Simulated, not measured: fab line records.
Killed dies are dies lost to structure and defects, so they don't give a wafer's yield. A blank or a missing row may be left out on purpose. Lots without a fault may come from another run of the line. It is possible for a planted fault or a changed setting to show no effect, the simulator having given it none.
The tool behind it: which one? :: flow gf180mcu :: 6 lots, 18 wafers sampled, at 2 steps of a route of 602

## WHAT THE GAUGES SHOWED, per wafer
GF_HV_LDD_TW_MEAS_23.
lot: L201
measured: day 11 00:55
on: filmMetro-03
HV_LDD_2_TW: 1052 1055 1055

lot: L205
measured: day 12 06:34
on: filmMetro-02
HV_LDD_2_TW: 1049 1048 1052

lot: L207
measured: day 13 01:26
on: filmMetro-02
HV_LDD_2_TW: 1049 1046 1047

lot: L213
measured: day 14 23:02
on: filmMetro-04
HV_LDD_2_TW: 1075 1078 1077

lot: L217
measured: day 16 01:32
on: filmMetro-02
HV_LDD_2_TW: 988 995 995 989 991 995

lot: L221
measured: day 17 08:13
on: filmMetro-04
HV_LDD_2_TW: 1069 1072 1071

## WHAT TOOL EACH LOT RAN ON (gives the tool, then ch and the chambers of the sampled wafers, and finally the start)
lot: L201
GF_HV_LDD_IMPLANT_21: implanter-03 ch 0, day 11 00:40

lot: L205
GF_HV_LDD_IMPLANT_21: implanter-02 ch 0, day 12 06:20

lot: L207
GF_HV_LDD_IMPLANT_21: implanter-02 ch 0, day 13 01:12

lot: L213
GF_HV_LDD_IMPLANT_21: implanter-02 ch 0, day 14 22:48

lot: L217
GF_HV_LDD_IMPLANT_21: implanter-01 ch 0, day 16 01:17

lot: L221
GF_HV_LDD_IMPLANT_21: implanter-02 ch 0, day 17 07:58
- GF_HV_LDD_IMPLANT_21

## THE ANSWER, worked out from the rows above alone
Rule: what is usual is taken from the lots themselves. Put in order of their means at a reading, lots are off if they are a third of the lots or fewer, leave a main group of 4 or more, and stand apart from it by a gap of 3 or more times the standard deviation of the main group's means; of several such gaps the widest counts. A main group whose means are all the same, to the digits that the tables above print for the reading, isn't used. Also off: a lot with no number at a reading for which 4 or more lots have one. The other lots that the step has rows for count as sound.
Off: L217, at GF_HV_LDD_TW_MEAS_23 (HV_LDD_2_TW). Main group: mean 1060, sd 12.
If a tool, at a process step before that reading, ran all the lots that are off and no sound lot after the first of them, it fits. Gauges at GF_HV_LDD_TW_MEAS_23: tried the same way as those tools. Can't be told from this: 2 tools fit, implanter-01 at GF_HV_LDD_IMPLANT_21, filmMetro-02 at GF_HV_LDD_TW_MEAS_23.

## WHAT THE SIMULATOR HAD PUT IN
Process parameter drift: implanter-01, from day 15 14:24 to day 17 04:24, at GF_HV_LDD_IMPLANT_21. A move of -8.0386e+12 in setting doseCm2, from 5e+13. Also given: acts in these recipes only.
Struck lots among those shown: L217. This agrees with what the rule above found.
